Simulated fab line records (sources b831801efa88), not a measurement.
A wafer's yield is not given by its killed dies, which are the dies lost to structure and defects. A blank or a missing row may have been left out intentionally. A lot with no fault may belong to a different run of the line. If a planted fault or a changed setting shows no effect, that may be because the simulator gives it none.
fab line records -- flow gf180mcu -- part 2 of 2: steps 32 to 40 of 40
record: lots: 5, wafers: 15, last_day: 33
route steps=602 shown SAB@272 SALICIDE@278 CONTACT@287
lots with no fault: from the same line, run without faults
start_h: hours from the record's opening day to when the first of the lot's shown wafers began -- wait_h: hours elapsed since this lot's preceding step -- " unchanged from the row above -- L1.1+2: a row that stands for several wafers -- - either no value or no given start -- * or withheld: withheld -- < > ~ a bound
route shown NAME@n: names a module that has steps shown in the file, with the first one's number in the route -- usual: the fault-free wafers' mean and standard deviation -- same: alike in all rows -- chamber/n: place in a boat -- sites: each site's reading -- _std_site: standard deviation across them -- _edge_site: inner sites' mean taken away from outer sites' mean -- radius_mm: how far each site lies from the wafer's centre -- mask NAME#n: copy n -- behind: the tool/chamber that last shaped the wafer -- hold: cause of the lot's hold/its duration in hours/its outcome -- device: the transistor (n, p or np) that didn't switch -- end of line: the same wafers' tests at the end of the route -- a step without rows: its recipe alone -- killed: at the first sort, the dies lost to defects and structure; wafer yield is something else -- map: per-die view of a wafer (x killed, . not killed, _ where there is no die)
set.NAME: the setting as run; set.NAME@STEP: as run at that earlier step -- model.NAME: the simulator's own value behind a step, which no gauge read
certain route steps with their lots: each step a table, each wafer a row
services: when a tool's chamber went out of use (start_h, in hours from the record's first day, below 0 if earlier), for how many hours, and the reason
== steps ==
step: GF_CONTACT_ETCH_16
recipe: chemistry: N2/H2, target_depth_a: withheld, overetch_a: withheld, time_s: withheld, target: BARC, ion_energy_ev: 200, source_w: 500, bias_w: 100, pressure_mtorr: 30, n2_flow_sccm: 100, h2_flow_sccm: 200
usual: bias_w: 99.96/0.29, drypump_motor_current_A: 5.8/0.49, h2_flow_sccm: 200.0/0.53, oes_product_au: 0.856/0.004, throttle_valve_pct: 13.225/0.0095
lot.wafer,tool,chamber,start_h,wait_h,bias_w,drypump_motor_current_A,h2_flow_sccm,oes_product_au,throttle_valve_pct
L075.2,rie_diel-04,3,384.53,0.0,99.98,5.4,200.2,0.856,13.238
L075.4,rie_diel-04,0,384.53,0.0,100.36,5.6,199.5,0.858,13.240
L075.6,rie_diel-04,1,384.53,0.0,99.81,6.2,200.5,0.868,13.224
L076.3,rie_diel-04,2,392.47,0.0,99.36,6.5,200.3,0.848,13.221
L076.5,rie_diel-04,1,392.47,0.0,100.07,6.2,199.9,0.854,13.213
L076.6,rie_diel-04,3,392.47,0.0,99.95,5.4,200.5,0.856,13.218
L077.1,rie_diel-01,0,394.47,0.0,100.69,5.1,200.2,0.858,13.239
L077.4,rie_diel-01,2,394.47,0.0,99.39,6.0,199.7,0.854,13.210
L077.6,rie_diel-01,3,394.47,0.0,100.00,5.3,199.8,0.852,13.234
L086.3,rie_diel-01,2,467.37,0.0,99.87,6.0,200.4,0.857,13.229
L086.4,rie_diel-01,3,467.37,0.0,99.81,5.3,199.9,0.850,13.217
L086.5,rie_diel-01,0,467.37,0.0,100.17,5.1,201.6,0.852,13.210
L092.1,rie_diel-02,2,531.85,0.0,99.90,5.6,200.1,0.861,13.222
L092.4,rie_diel-02,0,531.85,0.0,100.29,5.8,197.8,0.853,13.234
L092.6,rie_diel-02,2,531.85,0.0,99.75,5.5,199.8,0.847,13.221
step: GF_CONTACT_ETCH_17
recipe: chemistry: C4F8/O2/Ar, mask_material: KrF, target: SiO2, stop_on: CoSi2, source_w: 1500, bias_w: 1200, pressure_mtorr: 40, c4f8_flow_sccm: withheld, O2_flow_sccm: 6, Ar_flow_sccm: 300, time_s: withheld, target_depth_a: 8600
usual: bias_w: 1200/3.5, oes_product_au: 0.814/0.0055
lot.wafer,tool,chamber,start_h,wait_h,bias_w,oes_product_au
L075.2,rie_diel-04,3,-,-,1198,0.816
L075.4,rie_diel-04,0,-,-,1196,0.811
L075.6,rie_diel-04,1,-,-,1199,0.818
L076.3,rie_diel-04,2,-,-,1191,0.808
L076.5,rie_diel-04,1,-,-,1198,0.800
L076.6,rie_diel-04,3,-,-,1203,0.799
L077.1,rie_diel-01,0,-,-,1200,0.811
L077.4,rie_diel-01,2,-,-,1196,0.816
L077.6,rie_diel-01,3,-,-,1204,0.813
L086.3,rie_diel-01,2,-,-,1201,0.809
L086.4,rie_diel-01,3,-,-,1201,0.810
L086.5,rie_diel-01,0,-,-,1198,0.814
L092.1,rie_diel-02,2,-,-,1204,0.824
L092.4,rie_diel-02,0,-,-,1199,0.821
L092.6,rie_diel-02,2,-,-,1201,0.821
step: GF_CONTACT_STRIP_18
recipe: chemistry: O2/N2, power_w: 1400, pressure_mtorr: 1500, platen_temp_c: 250, o2_flow_sccm: 3000, n2_flow_sccm: 300, overash_fraction: 0.5
usual: drypump_motor_current_A: 5.6/0.39, heater_power_w: 323/27, oes_product_au: 0.579/0.0051
lot.wafer,tool,chamber,start_h,wait_h,drypump_motor_current_A,heater_power_w,oes_product_au,rf_hours_counter_h
L075.2,plasma_asher-04,1,384.69,-,5.5,297,0.576,26
L075.4,plasma_asher-04,0,384.69,-,5.2,320,0.571,-
L075.6,plasma_asher-04,0,384.69,-,5.2,329,0.572,-
L076.3,plasma_asher-04,1,392.66,-,5.5,311,0.577,-
L076.5,plasma_asher-04,0,392.66,-,5.2,320,0.578,-
L076.6,plasma_asher-04,1,392.66,-,5.6,315,0.582,-
L077.1,plasma_asher-04,0,394.63,-,5.2,320,0.578,27
L077.4,plasma_asher-04,1,394.63,-,5.6,302,0.578,-
L077.6,plasma_asher-04,0,394.63,-,5.2,323,0.574,-
L086.3,plasma_asher-01,1,467.56,-,5.6,359,0.582,-
L086.4,plasma_asher-01,0,467.56,-,6.0,286,0.581,-
L086.5,plasma_asher-01,0,467.56,-,6.0,289,0.579,-
L092.1,plasma_asher-04,0,532.01,-,5.2,328,0.573,42
L092.4,plasma_asher-04,1,532.01,-,5.5,302,0.585,-
L092.6,plasma_asher-04,1,532.01,-,5.5,302,0.584,-
step: GF_CONTACT_CLEAN_19
recipe: chemistry: SPM
lot.wafer,tool,chamber,start_h,wait_h
L075.2+4+6,wet_bench-04,0,384.79,0.1
L076.3+5+6,wet_bench-01,1,392.73,0.0
L077.1+4+6,wet_bench-01,1,394.73,0.1
L086.3+4+5,wet_bench-03,2,467.63,0.0
L092.1+4+6,wet_bench-04,1,532.11,0.1
step: GF_CONTACT_CLEAN_20
recipe: chemistry: DIW
lot.wafer,tool,chamber,start_h,wait_h
L075.2+4+6,wet_bench-03,0,384.97,0.0
L076.3+5+6,wet_bench-03,2,392.82,0.0
L077.1+4+6,wet_bench-03,3,394.82,0.0
L086.3+4+5,wet_bench-04,1,467.72,0.0
L092.1+4+6,wet_bench-01,0,532.21,0.0
step: GF_CONTACT_CLEAN_21
recipe: chemistry: dHF, time_s: 20, dilution: 100:1, dry: ipa_marangoni
lot.wafer,tool,chamber,start_h,wait_h
L075.2+4+6,wet_bench-04,1,385.09,0.0
L076.3+5+6,wet_bench-01,1,392.92,0.0
L077.1+4+6,wet_bench-04,1,394.92,0.0
L086.3+4+5,wet_bench-01,0,467.81,0.0
L092.1+4+6,wet_bench-03,1,532.31,0.0
step: GF_CONTACT_SPUTTER_22
recipe: material: Ti, target_thk_nm: 15, chamber_pressure_pa: 5, power_w: 2500, substrate_temp_c: 200, time_s: 80.02
usual: throttle_valve_pct: 30.1/0.9
lot.wafer,tool,chamber,start_h,wait_h,throttle_valve_pct
L075.2,pvd_sputter-04,-,385.12,0.0,31.3
L075.4,pvd_sputter-04,-,385.12,0.0,29.5
L075.6,pvd_sputter-04,-,385.12,0.0,30.0
L076.3,pvd_sputter-04,-,392.94,0.0,30.2
L076.5,pvd_sputter-04,-,392.94,0.0,30.0
L076.6,pvd_sputter-04,-,392.94,0.0,30.0
L077.1,pvd_sputter-04,-,394.95,0.0,29.9
L077.4,pvd_sputter-04,-,394.95,0.0,30.0
L077.6,pvd_sputter-04,-,394.95,0.0,30.0
L086.3,pvd_sputter-02,-,467.83,0.0,31.5
L086.4,pvd_sputter-02,-,467.83,0.0,28.3
L086.5,pvd_sputter-02,-,467.83,0.0,31.5
L092.1,pvd_sputter-02,-,532.33,0.0,30.1
L092.4,pvd_sputter-02,-,532.33,0.0,28.4
L092.6,pvd_sputter-02,-,532.33,0.0,30.6
step: GF_CONTACT_SPUTTER_23
recipe: material: TiN, target_thk_nm: 10, chamber_pressure_pa: 5, power_w: 4000, time_s: 40
usual: throttle_valve_pct: 30.1/0.9
lot.wafer,tool,chamber,start_h,wait_h,throttle_valve_pct
L075.2,pvd_sputter-04,-,385.18,0.0,31.2
L075.4,pvd_sputter-04,-,385.18,0.0,29.9
L075.6,pvd_sputter-04,-,385.18,0.0,29.4
L076.3,pvd_sputter-04,-,393.00,0.0,30.0
L076.5,pvd_sputter-04,-,393.00,0.0,30.0
L076.6,pvd_sputter-04,-,393.00,0.0,29.6
L077.1,pvd_sputter-04,-,395.01,0.0,29.6
L077.4,pvd_sputter-04,-,395.01,0.0,30.3
L077.6,pvd_sputter-04,-,395.01,0.0,30.0
L086.3,pvd_sputter-02,-,467.89,0.0,31.6
L086.4,pvd_sputter-02,-,467.89,0.0,28.3
L086.5,pvd_sputter-02,-,467.89,0.0,31.6
L092.1,pvd_sputter-02,-,532.39,0.0,30.4
L092.4,pvd_sputter-02,-,532.39,0.0,28.2
L092.6,pvd_sputter-02,-,532.39,0.0,30.5
step: GF_CONTACT_CVD_24
recipe: material: W, target_thk_nm: 300, time_s: 90.339, temp_c: 400, pressure_torr: 40
usual: heater_power_w: 838/110
lot.wafer,tool,chamber,start_h,wait_h,heater_power_w
L075.2,cvd_w-02,0,385.22,0.0,691
L075.4,cvd_w-02,1,385.22,0.0,964
L075.6,cvd_w-02,1,385.22,0.0,942
L076.3,cvd_w-02,0,393.07,0.1,702
L076.5,cvd_w-02,0,393.07,0.1,685
L076.6,cvd_w-02,1,393.07,0.1,976
L077.1,cvd_w-02,1,395.05,0.0,975
L077.4,cvd_w-02,0,395.05,0.0,727
L077.6,cvd_w-02,1,395.05,0.0,948
L086.3,cvd_w-01,1,467.99,0.1,865
L086.4,cvd_w-01,1,467.99,0.1,864
L086.5,cvd_w-01,1,467.99,0.1,855
L092.1,cvd_w-02,0,532.43,0.0,697
L092.4,cvd_w-02,0,532.43,0.0,720
L092.6,cvd_w-02,0,532.43,0.0,690
== services ==
tool,chamber,start_h,hours,kind
rie_diel-03,-,339.46,0.4,repair
rie_diel-04,-,343.58,0.2,repair
krf_scanner-02,-,351.86,0.3,repair
cmp-01,-,353.93,2.5,repair
hdpcvd-01,-,356.01,2.8,pm
rtp_anneal-02,-,356.99,1.2,pm
krf_scanner-02,-,359.48,0.9,repair
rie_diel-04,0,387.88,18.2,repair
pvd_sputter-02,-,391.55,3.8,repair
pvd_sputter-01,-,396.55,3.5,repair
cmp-01,-,399.25,5.5,pm
krf_scanner-02,-,403.95,0.8,pm
rie_diel-03,1,405.67,14.9,repair
krf_scanner-02,-,416.09,0.5,repair
krf_scanner-02,-,431.64,1.0,repair
krf_scanner-02,-,432.99,4.0,pm
pvd_sputter-01,-,438.45,2.2,repair
rie_diel-01,1,444.79,21.3,repair
rie_diel-04,-,451.30,0.4,repair
krf_scanner-02,-,464.24,1.3,pm
krf_scanner-02,-,497.38,1.0,pm
rie_diel-04,3,509.49,5.6,repair
krf_scanner-02,-,510.49,3.1,repair
cvd_w-02,1,523.81,10.5,repair
